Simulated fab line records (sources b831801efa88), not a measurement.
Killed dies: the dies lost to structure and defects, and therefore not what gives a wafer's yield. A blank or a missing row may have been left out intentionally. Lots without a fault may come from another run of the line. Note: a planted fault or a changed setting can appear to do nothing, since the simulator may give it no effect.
Comparing a struck lot with a sound one + flow sfq line + 15 steps out of a route of 325
Sound: the wafers L558.1, L558.4, L558.6. Struck: wafers L562.1, L562.4. (L562.6 of the same lot was not struck and is left out.) The cause comes at the end.
At each step with rows: each side's tool, then ch and its chambers, then its first start. Under that, the readings that differ: sound wafers + struck wafers + difference of the means + sigmas: that difference in standard deviations of wafers without a fault.
alike: words and numbers the same on both sides, and readings whose means are apart by under 2 such deviations; not compared: readings that were withheld, readings missing a value for some wafer, numbers with overlapping values and no deviation given by the record, and bounds like >300 which may hide the same value.
The two part at a step that has a row with sigmas, a row that says differs or no value, or rows on one side only. Non-overlapping numbers with no deviation appear without sigmas and do not part them. Lack of a reading on every wafer of one side parts them only where that side has two or more wafers.

SFQ_TRILAYER_R5_DEP_SPUTTER_132: material Ti, target thk 5 nm, time 5 s.
  struck on pvd sputter-04, day 72 20:23; sound on pvd sputter-06, day 72 05:56
  alike: throttle valve pct
SFQ_TRILAYER_R5_DEP_SPUTTER_133: material MoNx, target thk 40 nm, time 66.7 s.
  struck on pvd sputter-04, day 72 20:25; sound on pvd sputter-06, day 72 05:58
  alike: throttle valve pct
SFQ_TRILAYER_R5_DEP_SPUTTER_134: material Ti, target thk 5 nm, time 5 s.
  struck on pvd sputter-04, day 72 20:28; sound on pvd sputter-06, day 72 06:01
  alike: throttle valve pct
SFQ_R5_RS_MEAS_933: uses a four-point probe to measure.
  struck on film metro-01, day 72 20:29; sound on film metro-01, day 72 06:02
  alike: R5_MONX_RS
SFQ_R5_THK_MEAS_934: measures by xrf.
  struck on film metro-01, day 72 20:36; sound on film metro-01, day 72 06:10
  alike: R5_MONX_THK
then, 6 steps without rows for these wafers: SFQ_TRILAYER_R5_LITHO_COAT_141 (resist thk 62 nm); SFQ_TRILAYER_R5_LITHO_COAT_136 (resist thk 600 nm); SFQ_TRILAYER_R5_LITHO_SOFTBAKE_140; SFQ_TRILAYER_R5_LITHO_EXPOSE_137 (exposes mask R5, target cd 500 nm); SFQ_TRILAYER_R5_LITHO_PEB_139 (peb time 60 s); SFQ_TRILAYER_R5_LITHO_DEVELOP_138 (time 60 s).
-- the record jumps here: 4 days lie between the struck wafers' starts before and after --
SFQ_R5_OVL_MEAS_935:
  struck on overlay-02, day 76 16:25; sound on overlay-02, day 72 10:26
  alike: R5_OVL
SFQ_TRILAYER_R5_BARC_OPEN_METAL_ETCH_177: etches BARC in O2, target depth 125 nm, time 41.7 s.
  sound on rie metal-03 ch 0,1, day 72 10:28; struck on rie metal-02 ch 0, day 76 16:28
| reading                                             | sound             | struck    | difference | sigmas |
|-----------------------------------------------------|-------------------|-----------|------------|--------|
| model.KrF_of_TRILAYER_R5_LITHO_COAT_136.thk nm (nm) | 525.9 524.7 523.8 | 538 539.4 | +14        |        |
  alike: drypump motor current A, oes product au
  not compared: rf hours counter h
SFQ_TRILAYER_R5_ETCH_METAL_ETCH_139: etches the open film in Cl2, stops on SiO2, target depth 60 nm, time 40 s.
  sound on rie metal-03 ch 0,1, day 72 10:32; struck on rie metal-02 ch 0, day 76 16:31
| reading                                             | sound             | struck      | difference | sigmas |
|-----------------------------------------------------|-------------------|-------------|------------|--------|
| model.KrF_of_TRILAYER_R5_LITHO_COAT_136.thk nm (nm) | 501.9 499.9 499.1 | 513.8 515.1 | +14.2      |        |
  alike: drypump motor current A, oes product au
  not compared: rf hours counter h
SFQ_TRILAYER_R5_STRIP_STRIP_140: strips in O2.
  sound on rie metal-03 ch 0,1, day 72 10:35; struck on rie metal-02 ch 0, day 76 16:35
  alike: drypump motor current A, oes product au
  not compared: rf hours counter h

== WHERE THEY PART ==
Nowhere in this record.

WHY: the cause the simulator had injected
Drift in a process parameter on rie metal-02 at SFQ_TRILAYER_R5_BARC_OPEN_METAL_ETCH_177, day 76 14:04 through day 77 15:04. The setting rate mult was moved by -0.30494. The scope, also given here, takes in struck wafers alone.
